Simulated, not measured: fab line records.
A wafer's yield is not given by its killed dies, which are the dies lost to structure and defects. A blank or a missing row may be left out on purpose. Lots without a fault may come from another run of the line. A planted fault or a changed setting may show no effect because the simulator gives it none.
Chamber matching | flow gf180mcu | GF_V4_CMP_04 on cmp-02 has 4 sister chambers
The step polishes SiO2. 8 wafers are shown with their chamber, then 11 later ones without.

## WAFERS WITH THEIR CHAMBER
wafer  | chamber | motor-current-A (A) | time-to-endpoint-s (s)
L086.2 | 2       | 10.9                | 80
L087.4 | 3       | 12.8                | 87
L087.5 | 0       | 9.1                 | 81
L087.6 | 1       | 14.2                | 88
L088.2 | 2       | 11.0                | 65
L088.5 | 1       | 13.8                | 74
L088.6 | 0       | 9.5                 | 77
L090.1 | 3       | 13.9                | 78

## WAFERS MISSING THEIR CHAMBER
wafer  | motor-current-A (A) | time-to-endpoint-s (s)
L090.3 | 9.5                 | 77
L090.6 | 9.5                 | 90
L091.2 | 13.7                | 82
L091.3 | 9.4                 | 76
L091.6 | 10.5                | 76
L095.1 | 14.2                | 75
L095.3 | 11.6                | 78
L095.5 | 9.8                 | 85
L096.2 | 13.2                | 87
L096.4 | 10.5                | 90
L096.5 | 15.2                | 86

## CHAMBER TAKEN BY EACH
wafer  | from the rows above     | in truth
L090.3 | 0                       | 0
L090.6 | 0                       | 0
L091.2 | can't be placed: 1 or 3 | 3
L091.3 | 0                       | 0
L091.6 | can't be placed: 2 or 0 | 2
L095.1 | can't be placed: 1 or 3 | 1
L095.3 | 2                       | 2
L095.5 | can't be placed: 0 or 2 | 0
L096.2 | can't be placed: 3 or 1 | 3
L096.4 | can't be placed: 2 or 0 | 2
L096.5 | can't be placed: 1 or 3 | 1
4 of 11 placed correctly. Not placeable from these rows: 7 (in 7, the candidates include the true chamber). Number placed wrongly: 0.
How it was worked out, from the rows above alone: a wafer's distance from a chamber is the root of the sum, over the readings, of the square of ((its reading less the chamber's mean) divided by the reading's scatter). If the next closest chamber is less than 2 further off than the closest, the wafer can't be placed; otherwise it belongs to the closest. The mean given for a chamber averages the wafers shown for that chamber. The scatter: the root of (the sum of the squares of (reading less its chamber's mean) over the shown wafers, divided by (wafers less chambers)).
